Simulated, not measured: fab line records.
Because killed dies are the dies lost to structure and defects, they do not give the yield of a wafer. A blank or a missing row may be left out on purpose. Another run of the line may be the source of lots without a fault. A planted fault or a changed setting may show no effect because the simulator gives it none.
Matching of chambers :: flow sky130 :: SKY_VIA4_CMP_02 on cmp-02: 4 sister chambers
The step polishes SiO2. 4 wafers are shown with their chamber, then 7 later ones without.

## WAFERS, EACH WITH ITS CHAMBER
wafer: L772.4
chamber: 1
motor-current-A (A): 15.3

wafer: L772.6
chamber: 2
motor-current-A (A): 12.5

wafer: L773.3
chamber: 3
motor-current-A (A): 10.5

wafer: L773.4
chamber: 0
motor-current-A (A): 10.6

## WAFERS WITH NO CHAMBER GIVEN
wafer: L773.6
motor-current-A (A): 14.3

wafer: L776.3
motor-current-A (A): 12.5

wafer: L776.4
motor-current-A (A): 11.4

wafer: L776.5
motor-current-A (A): 12.9

wafer: L777.1
motor-current-A (A): 11.4

wafer: L777.3
motor-current-A (A): 11.2

wafer: L777.4
motor-current-A (A): 13.0

## THE CHAMBER EACH PASSED THROUGH
wafer: L773.6
from the rows above: can't be placed: 1 or 2
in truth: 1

wafer: L776.3
from the rows above: 2
in truth: 2

wafer: L776.4
from the rows above: can't be placed: 0 or 3 or 2
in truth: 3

wafer: L776.5
from the rows above: 2
in truth: 2

wafer: L777.1
from the rows above: can't be placed: 0 or 3 or 2
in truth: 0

wafer: L777.3
from the rows above: can't be placed: 0 or 3 or 2
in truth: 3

wafer: L777.4
from the rows above: 2
in truth: 2
Correctly placed: 3 of 7. Not placeable from these rows: 4 (in 4, the candidates include the true chamber). 0 placed wrongly.
How it was worked out, from the rows above alone: a wafer's distance from a chamber is the root of the sum, over the readings, of the square of ((its reading less the chamber's mean) divided by the reading's scatter). The wafer belongs to the nearest chamber; if the next one is less than 2 further off, it can't be placed. The mean given for a chamber averages the wafers shown for that chamber. The scatter: with one shown wafer a chamber, the root of the mean of the squares of how far each hidden wafer lies from its nearest shown one.
